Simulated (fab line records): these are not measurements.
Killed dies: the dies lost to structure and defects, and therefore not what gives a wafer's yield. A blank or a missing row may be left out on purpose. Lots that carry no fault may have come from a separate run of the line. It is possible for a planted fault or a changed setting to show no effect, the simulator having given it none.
Which tool did it? + flow gf180mcu + 18 wafers from 6 lots sampled at 3 of the route's 602 steps

== WHAT THE GAUGES READ, wafer by wafer ==
GF_POLY_GATE_THK_MEAS_01.
| lot  | measured     | on            | POLY_GATE_CVD_00_THK (nm) |
|------|--------------|---------------|---------------------------|
| L708 | day 9 01:08  | film metro-04 | 201.6 202.3 201.8         |
| L714 | day 10 15:21 | film metro-04 | 201.4 202.5 202.1         |
| L721 | day 12 20:16 | film metro-02 | 181.0 181.6 180.9         |
| L723 | day 13 07:03 | film metro-04 | 202.9 203.0 202.3         |
| L726 | day 14 05:48 | film metro-02 | 202.7 202.4 200.8         |
| L729 | day 15 03:24 | film metro-02 | 200.5 200.6 199.6         |

== TOOL THAT RAN EACH LOT (tool first, then ch and the chambers of the sampled wafers, then the start) ==
| lot  | GF_VT_IMPLANT_STRIP_20               | GF_POLY_GATE_CVD_00         |
|------|--------------------------------------|-----------------------------|
| L708 | plasma asher-04 ch 0,1, day 6 18:52  | lpcvd-01 ch 0, day 8 23:48  |
| L714 | plasma asher-04 ch 0,1, day 8 06:59  | lpcvd-02 ch 0, day 10 14:01 |
| L721 | plasma asher-02 ch 1, day 10 04:16   | lpcvd-01 ch 0, day 12 18:56 |
| L723 | plasma asher-02 ch 0,1, day 10 15:02 | lpcvd-02 ch 0, day 13 05:43 |
| L726 | plasma asher-04 ch 0,1, day 11 13:10 | lpcvd-02 ch 0, day 14 04:28 |
| L729 | plasma asher-01 ch 0,1, day 12 08:37 | lpcvd-02 ch 1, day 15 02:04 |
- GF_VT_IMPLANT_STRIP_20: strips in O2/N2.
- GF_POLY_GATE_CVD_00: deposits poly-Si, target thk 200 nm, time 1200 s.

== THE ANSWER, worked out from the rows above alone ==
Rule: the usual values come from the lots themselves. Put in order of their means at a reading, lots are off if they are a third of the lots or fewer, leave a main group of 4 or more, and stand apart from it by a gap of 3 or more times the standard deviation of the main group's means; of several such gaps the widest counts. If all means in a main group match to the digits the tables above print for the reading, that group is not used. A lot without any number at a reading at which 4 lots or more have one is off too. All remaining lots with rows at the step are treated as sound.
Off: L721, at GF_POLY_GATE_THK_MEAS_01 (POLY_GATE_CVD_00_THK). Mean 201.8 nm and standard deviation 0.82 in the main group.
A tool fits if, at a process step before that reading, it ran every lot that is off, and no sound lot after the first of them. Those tools and the gauges at GF_POLY_GATE_THK_MEAS_01 are tried in the same way. One fits: GF_POLY_GATE_CVD_00 on lpcvd-01. Its last sound lot is L708 (day 8 23:48), its first lot that is off L721 (day 12 18:56): a fault that began between those two fits.

== WHAT THE SIMULATOR PUT IN ==
Site profile drift: lpcvd-01, from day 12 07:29 on, at GF_POLY_GATE_CVD_00. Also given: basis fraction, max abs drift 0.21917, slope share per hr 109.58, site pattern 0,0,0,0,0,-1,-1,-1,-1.
Struck lots among those shown: L721. The same result came from the rule above.
